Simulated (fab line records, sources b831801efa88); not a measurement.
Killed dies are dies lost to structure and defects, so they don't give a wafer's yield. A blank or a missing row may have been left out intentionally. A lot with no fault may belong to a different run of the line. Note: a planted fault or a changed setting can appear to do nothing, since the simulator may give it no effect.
A single fault, viewed from 2 desks	flow sky130	each desk has only its own numbers; what lay behind them comes last

== THE TOOL OWNER'S DESK: rie si-01 ==
The tool's own readings at SKY_POLY_GATE_ETCH_17 (etches poly-Si in HBr/Cl2, stops on SiO2, target depth 180 nm, time 70.5 s): means of the sampled wafers that have a number, for each lot that ran on this tool. If a lot's mean is further than 4 standard deviations from the usual mean, the lot is out of limits and carries the mark OUT (the distance appears in the brackets).
Columns: A = HBr_flow_sccm at SKY_POLY_GATE_ETCH_17, usual 150.0 sccm; B = drypump motor current A at SKY_POLY_GATE_ETCH_17, usual 5.4 A; C = mfc cl2 sccm at SKY_POLY_GATE_ETCH_17, usual 49.99 sccm; D = oes product au at SKY_POLY_GATE_ETCH_17, usual 0.988 a.u.; E = rf fwd power W at SKY_POLY_GATE_ETCH_17, usual 396.8 W; F = throttle valve pct at SKY_POLY_GATE_ETCH_17, usual 33.685 %
lot	first seen here	A	B	C	D	E	F
L862	day 17 23:07	149.8	5.4	49.88	0.994	396.9	33.683
L869	day 20 04:22	149.4	5.2	50.01	0.981	398.1	33.684
L872	day 21 21:19	149.8	5.0	50.04	0.984	395.8	33.686
L878	day 23 02:25	149.8	4.9	49.92	0.989	417.3 (+13) OUT	33.686
This desk's finding: out of limits on L878; first on L878, day 23 02:25 (rf fwd power W at SKY_POLY_GATE_ETCH_17). L862, L869, L872: within limits.

== THE METROLOGY DESK ==
Means of the sampled wafers that have a number, per lot and without regard to the tool the lot ran on: this is what the gauges read. If a lot's mean is further than 4 standard deviations from the usual mean, the lot is out of limits and carries the mark OUT (the distance appears in the brackets).
Columns: A = cd nm at SKY_POLY_GATE_CD_MEAS_13, usual 149.9 nm; B = POLY_GATE_OVL at SKY_POLY_GATE_OVL_MEAS_14, usual -3 nm
lot	first seen here	A	B
L862	day 17 22:49	150.8	0
L867	day 19 04:35	151.0	0
L869	day 20 04:04	147.2	-4
L872	day 21 20:59	149.0	0
L878	day 23 02:05	150.9	-5
This desk's verdict: no lot among the 5 shows anything out of limits.

== PUT TOGETHER ==
At day 23 02:25, on L878, the tool owner's desk was in a position to raise an alarm.
From the metrology desk's view, nothing was out of limits.
The metrology desk has L878 on record, within its limits.
The lots listed all ran SKY_POLY_GATE_ETCH_17 on rie si-01.

== WHAT THE SIMULATOR HAD INSERTED ==
rie si-01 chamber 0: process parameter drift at SKY_POLY_GATE_ETCH_17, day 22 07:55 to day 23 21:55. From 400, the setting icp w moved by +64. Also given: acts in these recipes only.
Shown lots that were struck: L878.
How many hours passed from the start of the fault until each desk's first out-of-limits reading: the tool owner's desk, 18.
